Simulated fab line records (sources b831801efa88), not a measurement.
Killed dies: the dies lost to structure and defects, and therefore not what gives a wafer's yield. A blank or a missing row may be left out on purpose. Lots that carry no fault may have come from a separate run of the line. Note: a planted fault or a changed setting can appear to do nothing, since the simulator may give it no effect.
fab line records | flow sky130 | part 1 of 2: steps 1 to 30 of 42
[record] lots = 5 wafers = 15 lastDay = 49
route steps=708 shown VT_ADJUST_HVTP@92 VT_ADJUST_LVTN@97 VT_ADJUST_NCORE@119 VT_ADJUST_HVTR@131
lots untouched by any fault: they come from a run of this same line in which no faults occurred
startH: hours from the record's opening day to when the first of the lot's shown wafers began | waitH: hours elapsed since this lot's preceding step | " identical to the entry in the row above | L1.1+2: a row that stands for several wafers | - no value, or no start was given | * or withheld: withheld | < > ~ a bound
route shown NAME@n: names a module that has steps shown in the file, with the first one's number in the route | usual: average and standard deviation across the fault-free wafers | same: alike in all rows | chamber/n: place in a boat | sites: per-site readings | _std_site: their standard deviation | _edge_site: outer sites' mean less inner sites' | radiusMm: how far each site lies from the wafer's centre | mask NAME#n: copy n | behind: the last tool/chamber to shape the wafer | hold: reason for holding the lot/hours on hold/outcome of the hold | device: transistor that didn't switch, given as n, p or np | end of line: tests of these same wafers at the route's end | a step with no rows: only its recipe | killed: dies lost to structure and defects at the first sort, not the wafer's yield | map: shows each die of a wafer: x if killed, . if not, _ if none is there
set.NAME: the setting the step ran with; set.NAME@STEP: the setting that earlier step ran with | model.NAME: the simulator's own value behind a step, which no gauge read
lots seen at some steps along the route; tables by step, rows by wafer
services: from which hour (startH, from the record's first day; less than 0 if before it) a tool's chamber was out of use, for how many hours, and why
[[steps]]
[step SKY_VT_ADJUST_HVTP_CD_MEAS_07]
[recipe] targetCdNm = 380
[usual] cdNm = 380/3
// columns lot.wafer tool chamber startH waitH cdNm
L076.1 cdSem-02 - 136.50 0.1 380
L076.5 " - " " 379
L076.6 " - " " 380
L078.1 cdSem-02 - 147.56 0.1 384
L078.4 " - " " 380
L078.5 " - " " 384
L080.1 cdSem-01 - 162.37 0.1 380
L080.2 " - " " 381
L080.6 " - " " 380
L087.2 cdSem-02 - 206.18 0.1 380
L087.3 " - " " 382
L087.6 " - " " 380
L091.1 cdSem-02 - 231.90 0.1 384
L091.3 " - " " 382
L091.4 " - " " 386
[step SKY_VT_ADJUST_HVTP_OVL_MEAS_08]
[usual] VT_ADJUST_HVTP_OVL = 1.6/1.2
// columns lot.wafer tool chamber startH waitH VT_ADJUST_HVTP_OVL[nm]
L076.1 overlay-01 - 136.62 0.1 0.1
L076.5 " - " " -0.3
L076.6 " - " " -0.2
L078.1 overlay-02 - 147.68 0.1 1.8
L078.4 " - " " 2.4
L078.5 " - " " 1.5
L080.1 overlay-02 - 162.49 0.1 3.0
L080.2 " - " " 1.5
L080.6 " - " " 0.9
L087.2 overlay-01 - 206.29 0.1 1.0
L087.3 " - " " 0.0
L087.6 " - " " -0.9
L091.1 overlay-02 - 232.02 0.1 3.3
L091.3 " - " " 3.7
L091.4 " - " " 2.3
[step SKY_VT_ADJUST_HVTP_IMPLANT_09]
[recipe] species = As energyKev = 150 doseCm2 = 4.3e+12 tiltDeg = withheld
[usual] beamEnergyKeV = 150.01/0.041
// columns lot.wafer tool chamber startH waitH beamEnergyKeV
L076.1 implanter-03 0 136.66 0.0 149.96
L076.5 " 0 " " 150.05
L076.6 " 0 " " 150.08
L078.1 implanter-01 0 147.72 0.0 150.01
L078.4 " 0 " " 150.03
L078.5 " 0 " " 150.04
L080.1 implanter-01 0 162.53 0.0 149.98
L080.2 " 0 " " 150.02
L080.6 " 0 " " 150.02
L087.2 implanter-04 0 206.35 0.0 150.05
L087.3 " 0 " " 150.02
L087.6 " 0 " " 150.03
L091.1 implanter-04 0 232.06 0.0 150.01
L091.3 " 0 " " 150.02
L091.4 " 0 " " 150.07
[step SKY_VT_ADJUST_HVTP_STRIP_10]
[recipe] chemistry = O2/N2 powerW = 1400 pressureMtorr = 1537 platenTempC = withheld o2FlowSccm = 3000 n2FlowSccm = 300 overashFraction = 0.5
[usual] drypumpMotorCurrentA = 5.7/0.47 oesProductAu = 0.719/0.0045 stripTimeToEndpointS = 14.08/0.046
// columns lot.wafer tool chamber startH waitH drypumpMotorCurrentA oesProductAu rfHoursCounterH stripTimeToEndpointS
L076.1 plasmaAsher-02 0 136.81 0.1 5.9 0.711 45 14.10
L076.5 " 0 " " 5.8 0.708 - 14.14
L076.6 " 1 " " 4.9 0.719 - 14.10
L078.1 plasmaAsher-04 0 147.87 0.1 6.1 0.718 42 14.06
L078.4 " 0 " " 6.1 0.720 - 14.00
L078.5 " 1 " " 6.0 0.713 - 14.02
L080.1 plasmaAsher-01 1 162.68 0.1 5.4 0.723 5 14.03
L080.2 " 0 " " 6.3 0.710 5 14.06
L080.6 " 0 " " 6.3 0.720 - 14.01
L087.2 plasmaAsher-04 1 206.47 0.1 6.1 0.726 46 14.03
L087.3 " 0 " " 6.1 0.718 - 14.05
L087.6 " 0 " " 6.1 0.710 - 14.02
L091.1 plasmaAsher-01 1 232.21 0.1 5.4 0.723 12 14.17
L091.3 " 0 " " 6.3 0.726 - 14.11
L091.4 " 1 " " 5.4 0.726 - 14.17
[step SKY_VT_ADJUST_HVTP_TW_MEAS_11]
[usual] VT_ADJUST_HVTP_TW = 1349/5.9
// columns lot.wafer tool chamber startH waitH VT_ADJUST_HVTP_TW
L076.1 filmMetro-01 - 136.91 0.1 1351
L076.5 " - " " 1349
L076.6 " - " " 1344
L078.1 filmMetro-01 - 147.97 0.1 1351
L078.4 " - " " 1359
L078.5 " - " " 1355
L080.1 filmMetro-02 - 162.78 0.1 1354
L080.2 " - " " 1344
L080.6 " - " " 1346
L087.2 filmMetro-03 - 206.58 0.1 1349
L087.3 " - " " 1356
L087.6 " - " " 1354
L091.1 filmMetro-01 - 232.31 0.1 1344
L091.3 " - " " 1349
L091.4 " - " " 1347
[step SKY_VT_ADJUST_LVTN_DEHYDRATE_00]
[recipe] tempC = 200 timeS = 60
[same] timeS = 60
// columns lot.wafer tool chamber startH waitH
L076.1+5+6 lithoTrack-04 0 145.85 8.9
L078.1+4+5 lithoTrack-01 0 156.82 8.8
L080.1+2+6 lithoTrack-01 0 173.02 10.2
L087.2+3+6 lithoTrack-01 0 216.84 10.2
L091.1+3+4 lithoTrack-03 0 244.02 11.7
[step SKY_VT_ADJUST_LVTN_HMDS_01]
[recipe] primeTimeS = 60 primeTempC = 120
// columns lot.wafer tool chamber startH waitH
L076.1+5+6 lithoTrack-04 0 146.00 0.1
L078.1+4+5 lithoTrack-01 0 156.97 0.1
L080.1+2+6 lithoTrack-01 0 173.17 0.1
L087.2+3+6 lithoTrack-01 0 216.99 0.1
L091.1+3+4 lithoTrack-03 0 244.17 0.1
[step SKY_VT_ADJUST_LVTN_COAT_02]
[recipe] spinRpm = 2000 resistThkNm = 3000
// columns lot.wafer tool chamber startH waitH
L076.1+5+6 lithoTrack-04 0 146.15 0.1
L078.1+4+5 lithoTrack-01 0 157.12 0.1
L080.1+2+6 lithoTrack-01 0 173.32 0.1
L087.2+3+6 lithoTrack-01 0 217.14 0.1
L091.1+3+4 lithoTrack-03 0 244.32 0.1
[step SKY_VT_ADJUST_LVTN_SOFTBAKE_03]
[recipe] tempC = 110 timeS = withheld
// columns lot.wafer tool chamber startH waitH
L076.1+5+6 lithoTrack-04 0 146.30 0.1
L078.1+4+5 lithoTrack-01 0 157.27 0.1
L080.1+2+6 lithoTrack-01 0 173.47 0.1
L087.2+3+6 lithoTrack-01 0 217.30 0.1
L091.1+3+4 lithoTrack-03 0 244.47 0.1
[step SKY_VT_ADJUST_LVTN_EXPOSE_04]
[recipe] maskId = NWM_COMPLEMENT_LESS_NATIVE na = 0.6 sourceShape = conventional sigmaOuter = 0.6 polarization = unpolarized targetCdNm = 840 doseMj = 194
[usual] focusOffsetNm = 0.0/0.54
// columns lot.wafer tool chamber startH waitH mask focusOffsetNm
L076.1 ilineStepper-02 0 - - NWM_COMPLEMENT_LESS_NATIVE#0 0.0
L076.5 " 0 " " NWM_COMPLEMENT_LESS_NATIVE#0 -1.1
L076.6 " 0 " " NWM_COMPLEMENT_LESS_NATIVE#0 -0.2
L078.1 ilineStepper-02 0 - - NWM_COMPLEMENT_LESS_NATIVE#0 -0.2
L078.4 " 0 " " NWM_COMPLEMENT_LESS_NATIVE#0 0.7
L078.5 " 0 " " NWM_COMPLEMENT_LESS_NATIVE#0 0.0
L080.1 ilineStepper-02 0 - - NWM_COMPLEMENT_LESS_NATIVE#0 0.7
L080.2 " 0 " " NWM_COMPLEMENT_LESS_NATIVE#0 0.8
L080.6 " 0 " " NWM_COMPLEMENT_LESS_NATIVE#0 0.4
L087.2 ilineStepper-01 0 - - NWM_COMPLEMENT_LESS_NATIVE#0 -0.4
L087.3 " 0 " " NWM_COMPLEMENT_LESS_NATIVE#0 -0.7
L087.6 " 0 " " NWM_COMPLEMENT_LESS_NATIVE#0 -1.0
L091.1 ilineStepper-01 0 - - NWM_COMPLEMENT_LESS_NATIVE#0 -0.5
L091.3 " 0 " " NWM_COMPLEMENT_LESS_NATIVE#0 0.2
L091.4 " 0 " " NWM_COMPLEMENT_LESS_NATIVE#0 0.3
[step SKY_VT_ADJUST_LVTN_PEB_05]
[recipe] tempC = 115 timeS = withheld
// columns lot.wafer tool chamber startH waitH
L076.1+5+6 lithoTrack-01 0 - -
L078.1+4+5 lithoTrack-01 0 - -
L080.1+2+6 lithoTrack-03 0 - -
L087.2+3+6 lithoTrack-01 0 - -
L091.1+3+4 lithoTrack-03 0 - -
[step SKY_VT_ADJUST_LVTN_DEVELOP_06]
[recipe] wallAngleDeg = 90 developer = TMAH developTimeS = 60 devTempC = 23
// columns lot.wafer tool chamber startH waitH
L076.1+5+6 lithoTrack-01 0 - -
L078.1+4+5 lithoTrack-01 0 - -
L080.1+2+6 lithoTrack-03 0 - -
L087.2+3+6 lithoTrack-01 0 - -
L091.1+3+4 lithoTrack-03 0 - -
[step SKY_VT_ADJUST_LVTN_OVL_MEAS_07]
[usual] VT_ADJUST_LVTN_OVL = 1.1/0.95
// columns lot.wafer tool chamber startH waitH VT_ADJUST_LVTN_OVL[nm]
L076.1 overlay-02 - 155.82 - 1.3
L076.5 " - " " 0.6
L076.6 " - " " 1.2
L078.1 overlay-02 - 167.32 - 0.8
L078.4 " - " " 2.0
L078.5 " - " " 0.0
L080.1 overlay-02 - 183.67 - 1.1
L080.2 " - " " -0.2
L080.6 " - " " 1.4
L087.2 overlay-01 - 229.02 - 0.7
L087.3 " - " " 2.3
L087.6 " - " " 1.7
L091.1 overlay-01 - 255.82 - 2.2
L091.3 " - " " 1.7
L091.4 " - " " 0.2
[step SKY_VT_ADJUST_LVTN_IMPLANT_08]
[recipe] species = B energyKev = 30 doseCm2 = 1.57e+12 tiltDeg = withheld
[usual] beamEnergyKeV = 30.001/0.0089
// columns lot.wafer tool chamber startH waitH beamEnergyKeV
L076.1 implanter-02 0 155.85 0.0 30.016
L076.5 " 0 " " 30.010
L076.6 " 0 " " 30.004
L078.1 implanter-03 0 167.35 0.0 30.004
L078.4 " 0 " " 30.001
L078.5 " 0 " " 30.011
L080.1 implanter-02 0 183.71 0.0 30.008
L080.2 " 0 " " 30.001
L080.6 " 0 " " 30.006
L087.2 implanter-04 0 229.08 0.0 29.999
L087.3 " 0 " " 30.010
L087.6 " 0 " " 30.010
L091.1 implanter-04 0 255.85 0.0 30.002
L091.3 " 0 " " 29.984
L091.4 " 0 " " 30.004
[step SKY_VT_ADJUST_LVTN_STRIP_09]
[recipe] chemistry = O2/N2 powerW = 1400 pressureMtorr = 1500 platenTempC = withheld o2FlowSccm = 3000 n2FlowSccm = 300 overashFraction = 0.5
[usual] drypumpMotorCurrentA = 5.7/0.43 oesProductAu = 0.722/0.0044 stripTimeToEndpointS = 36.93/0.089
// columns lot.wafer tool chamber startH waitH drypumpMotorCurrentA oesProductAu rfHoursCounterH stripTimeToEndpointS
L076.1 plasmaAsher-02 0 156.00 0.1 5.9 0.715 47 37.05
L076.5 " 0 " " 5.9 0.723 - 37.04
L076.6 " 1 " " 4.9 0.725 - 36.94
L078.1 plasmaAsher-01 0 167.50 0.1 6.3 0.726 5 36.85
L078.4 " 0 " " 6.3 0.727 - 36.93
L078.5 " 1 " " 5.4 0.723 - 36.90
L080.1 plasmaAsher-03 0 183.86 0.1 5.6 0.726 37 36.95
L080.2 " 1 " " 5.9 0.728 37 36.82
L080.6 " 1 " " 5.9 0.717 - 36.96
L087.2 plasmaAsher-03 1 229.20 0.1 5.9 0.725 42 37.05
L087.3 " 1 " " 6.0 0.718 - 37.04
L087.6 " 0 " " 5.6 0.710 - 37.12
L091.1 plasmaAsher-03 0 256.00 0.1 5.6 0.718 44 36.97
L091.3 " 1 " " 5.9 0.716 - 37.03
L091.4 " 0 " " 5.6 0.720 - 37.02
[step SKY_VT_ADJUST_LVTN_TW_MEAS_10]
[usual] VT_ADJUST_LVTN_TW = 241.3/1.8
// columns lot.wafer tool chamber startH waitH VT_ADJUST_LVTN_TW
L076.1 filmMetro-02 - 156.10 0.1 240.2
L076.5 " - " " 241.2
L076.6 " - " " 239.7
L078.1 filmMetro-02 - 167.60 0.1 239.7
L078.4 " - " " 239.2
L078.5 " - " " 240.5
L080.1 filmMetro-01 - 183.96 0.1 239.0
L080.2 " - " " 239.3
L080.6 " - " " 239.8
L087.2 filmMetro-02 - 229.31 0.1 240.5
L087.3 " - " " 239.6
L087.6 " - " " 239.6
L091.1 filmMetro-04 - 256.10 0.1 243.8
L091.3 " - " " 243.6
L091.4 " - " " 243.0
[step SKY_VT_ADJUST_LVTN_DEHYDRATE_11]
[recipe] tempC = 200 timeS = 60
[same] timeS = 60
// columns lot.wafer tool chamber startH waitH
L076.1+5+6 lithoTrack-04 0 165.55 9.4
L078.1+4+5 lithoTrack-01 0 177.12 9.5
L080.1+2+6 lithoTrack-01 0 194.17 10.2
L087.2+3+6 lithoTrack-01 0 240.09 10.8
L091.1+3+4 lithoTrack-03 0 267.07 11.0
[step SKY_VT_ADJUST_LVTN_HMDS_12]
[recipe] primeTimeS = 60 primeTempC = 120
// columns lot.wafer tool chamber startH waitH
L076.1+5+6 lithoTrack-04 0 165.70 0.1
L078.1+4+5 lithoTrack-01 0 177.27 0.1
L080.1+2+6 lithoTrack-01 0 194.32 0.1
L087.2+3+6 lithoTrack-01 0 240.24 0.1
L091.1+3+4 lithoTrack-03 0 267.22 0.1
[step SKY_VT_ADJUST_LVTN_COAT_13]
[recipe] resist = NOVOLAK spinRpm = 3000 resistThkNm = 1140
// columns lot.wafer tool chamber startH waitH
L076.1+5+6 lithoTrack-04 0 165.85 0.1
L078.1+4+5 lithoTrack-01 0 177.42 0.1
L080.1+2+6 lithoTrack-01 0 194.47 0.1
L087.2+3+6 lithoTrack-01 0 240.39 0.1
L091.1+3+4 lithoTrack-03 0 267.37 0.1
[step SKY_VT_ADJUST_LVTN_SOFTBAKE_14]
[recipe] tempC = 90 timeS = 60 resist = NOVOLAK
[same] timeS = 60
// columns lot.wafer tool chamber startH waitH
L076.1+5+6 lithoTrack-04 0 166.00 0.1
L078.1+4+5 lithoTrack-01 0 177.57 0.1
L080.1+2+6 lithoTrack-01 0 194.62 0.1
L087.2+3+6 lithoTrack-01 0 240.54 0.1
L091.1+3+4 lithoTrack-03 0 267.52 0.1
[step SKY_VT_ADJUST_LVTN_EXPOSE_15]
[recipe] maskId = HVN_STD_DERIVED na = 0.6 sourceShape = conventional sigmaOuter = 0.6 polarization = unpolarized targetCdNm = 600 doseMj = 163
[usual] focusOffsetNm = 0.2/0.55
// columns lot.wafer tool chamber startH waitH mask focusOffsetNm
L076.1 ilineStepper-01 0 - - HVN_STD_DERIVED#0 0.3
L076.5 " 0 " " HVN_STD_DERIVED#0 0.7
L076.6 " 0 " " HVN_STD_DERIVED#0 0.1
L078.1 ilineStepper-02 0 - - HVN_STD_DERIVED#0 0.1
L078.4 " 0 " " HVN_STD_DERIVED#0 1.2
L078.5 " 0 " " HVN_STD_DERIVED#0 1.3
L080.1 ilineStepper-01 0 - - HVN_STD_DERIVED#0 -0.1
L080.2 " 0 " " HVN_STD_DERIVED#0 -0.2
L080.6 " 0 " " HVN_STD_DERIVED#0 -0.2
L087.2 ilineStepper-02 0 - - HVN_STD_DERIVED#0 0.4
L087.3 " 0 " " HVN_STD_DERIVED#0 0.7
L087.6 " 0 " " HVN_STD_DERIVED#0 -0.2
L091.1 ilineStepper-01 0 - - HVN_STD_DERIVED#0 0.6
L091.3 " 0 " " HVN_STD_DERIVED#0 0.0
L091.4 " 0 " " HVN_STD_DERIVED#0 -0.4
[step SKY_VT_ADJUST_LVTN_PEB_16]
[recipe] tempC = withheld timeS = * resist = NOVOLAK
[same] timeS = *
// columns lot.wafer tool chamber startH waitH
L076.1+5+6 lithoTrack-01 0 - -
L078.1+4+5 lithoTrack-04 0 - -
L080.1+2+6 lithoTrack-04 0 - -
L087.2+3+6 lithoTrack-01 0 - -
L091.1+3+4 lithoTrack-01 0 - -
[step SKY_VT_ADJUST_LVTN_DEVELOP_17]
[recipe] resist = NOVOLAK developer = TMAH developTimeS = 60 devTempC = 21.93
// columns lot.wafer tool chamber startH waitH
L076.1+5+6 lithoTrack-01 0 176.97 0.1
L078.1+4+5 lithoTrack-04 0 187.40 0.1
L080.1+2+6 lithoTrack-04 0 205.35 0.1
L087.2+3+6 lithoTrack-01 0 252.54 0.1
L091.1+3+4 lithoTrack-01 0 279.31 0.1
[step SKY_VT_ADJUST_LVTN_OVL_MEAS_18]
[usual] VT_ADJUST_LVTN_01_OVL = 0.5/1.6
// columns lot.wafer tool chamber startH waitH VT_ADJUST_LVTN_01_OVL[nm]
L076.1 overlay-02 - 177.12 0.1 -0.8
L076.5 " - " " 0.8
L076.6 " - " " 0.4
L078.1 overlay-02 - 187.55 0.1 0.3
L078.4 " - " " 0.0
L078.5 " - " " 0.2
L080.1 overlay-01 - 205.50 0.1 1.1
L080.2 " - " " 0.6
L080.6 " - " " 1.9
L087.2 overlay-02 - 252.67 0.1 3.0
L087.3 " - " " 3.4
L087.6 " - " " 0.8
L091.1 overlay-02 - 279.46 0.1 -3.0
L091.3 " - " " -3.4
L091.4 " - " " -0.7
[step SKY_VT_ADJUST_LVTN_IMPLANT_19]
[recipe] species = B energyKev = 30 doseCm2 = 6.5e+11 tiltDeg = withheld
[usual] beamEnergyKeV = 30.000/0.0098
// columns lot.wafer tool chamber startH waitH beamEnergyKeV
L076.1 implanter-03 0 177.16 0.0 30.001
L076.5 " 0 " " 30.018
L076.6 " 0 " " 30.012
L078.1 implanter-03 0 187.59 0.0 29.998
L078.4 " 0 " " 29.994
L078.5 " 0 " " 29.990
L080.1 implanter-03 0 205.54 0.0 29.989
L080.2 " 0 " " 29.988
L080.6 " 0 " " 30.001
L087.2 implanter-02 0 252.73 0.0 30.003
L087.3 " 0 " " 30.001
L087.6 " 0 " " 30.016
L091.1 implanter-04 0 279.50 0.0 30.015
L091.3 " 0 " " 30.001
L091.4 " 0 " " 29.995
[step SKY_VT_ADJUST_LVTN_STRIP_20]
[recipe] chemistry = O2/N2 powerW = 1400 pressureMtorr = 1500 platenTempC = withheld o2FlowSccm = 3000 n2FlowSccm = 300 overashFraction = 0.5
[usual] drypumpMotorCurrentA = 5.7/0.45 oesProductAu = 0.716/0.0043 stripTimeToEndpointS = 14.17/0.036
// columns lot.wafer tool chamber startH waitH drypumpMotorCurrentA oesProductAu rfHoursCounterH stripTimeToEndpointS
L076.1 plasmaAsher-02 0 177.31 0.1 5.8 0.718 49 14.21
L076.5 " 1 " " 4.9 0.719 - 14.20
L076.6 " 0 " " 5.8 0.706 - 14.22
L078.1 plasmaAsher-02 0 187.74 0.1 5.9 0.715 51 14.12
L078.4 " 0 " " 5.9 0.720 - 14.12
L078.5 " 1 " " 4.9 0.711 - 14.15
L080.1 plasmaAsher-03 0 205.69 0.1 5.6 0.717 39 14.13
L080.2 " 1 " " 6.0 0.721 39 14.11
L080.6 " 1 " " 6.0 0.722 - 14.16
L087.2 plasmaAsher-01 0 252.85 0.1 6.3 0.719 14 14.19
L087.3 " 1 " " 5.4 0.721 - 14.20
L087.6 " 0 " " 6.2 0.711 - 14.26
L091.1 plasmaAsher-01 0 279.65 0.1 6.2 0.713 17 14.17
L091.3 " 0 " " 6.3 0.712 - 14.15
L091.4 " 1 " " 5.4 0.713 - 14.12
[step SKY_VT_ADJUST_LVTN_TW_MEAS_21]
[usual] VT_ADJUST_LVTN_2_TW = 187.5/1.2
// columns lot.wafer tool chamber startH waitH VT_ADJUST_LVTN_2_TW
L076.1 filmMetro-02 - 177.41 0.1 186.3
L076.5 " - " " 186.2
L076.6 " - " " 186.5
L078.1 filmMetro-02 - 187.84 0.1 185.6
L078.4 " - " " 186.9
L078.5 " - " " 186.6
L080.1 filmMetro-02 - 205.79 0.1 187.5
L080.2 " - " " 188.1
L080.6 " - " " 187.5
L087.2 filmMetro-01 - 252.96 0.1 187.3
L087.3 " - " " 187.6
L087.6 " - " " 187.1
L091.1 filmMetro-04 - 279.75 0.1 189.7
L091.3 " - " " 189.9
L091.4 " - " " 189.3
[step SKY_VT_ADJUST_NCORE_DEHYDRATE_00]
[recipe] tempC = 200 timeS = 60
[same] timeS = 60
// columns lot.wafer tool chamber startH waitH
L076.1+5+6 lithoTrack-04 0 186.65 9.2
L078.1+4+5 lithoTrack-02 0 198.56 10.7
L080.1+2+6 lithoTrack-01 0 215.87 10.1
L087.2+3+6 lithoTrack-02 0 264.04 11.1
L091.1+3+4 lithoTrack-04 0 291.55 11.8
[step SKY_VT_ADJUST_NCORE_HMDS_01]
[recipe] primeTimeS = 60 primeTempC = 120
// columns lot.wafer tool chamber startH waitH
L076.1+5+6 lithoTrack-04 0 186.80 0.1
L078.1+4+5 lithoTrack-02 0 198.71 0.1
L080.1+2+6 lithoTrack-01 0 216.02 0.1
L087.2+3+6 lithoTrack-02 0 264.19 0.1
L091.1+3+4 lithoTrack-04 0 291.70 0.1
[step SKY_VT_ADJUST_NCORE_COAT_02]
[recipe] resist = NOVOLAK spinRpm = 3000 resistThkNm = 1140
// columns lot.wafer tool chamber startH waitH
L076.1+5+6 lithoTrack-04 0 186.95 0.1
L078.1+4+5 lithoTrack-02 0 198.86 0.1
L080.1+2+6 lithoTrack-01 0 216.17 0.1
L087.2+3+6 lithoTrack-02 0 264.34 0.1
L091.1+3+4 lithoTrack-04 0 291.85 0.1
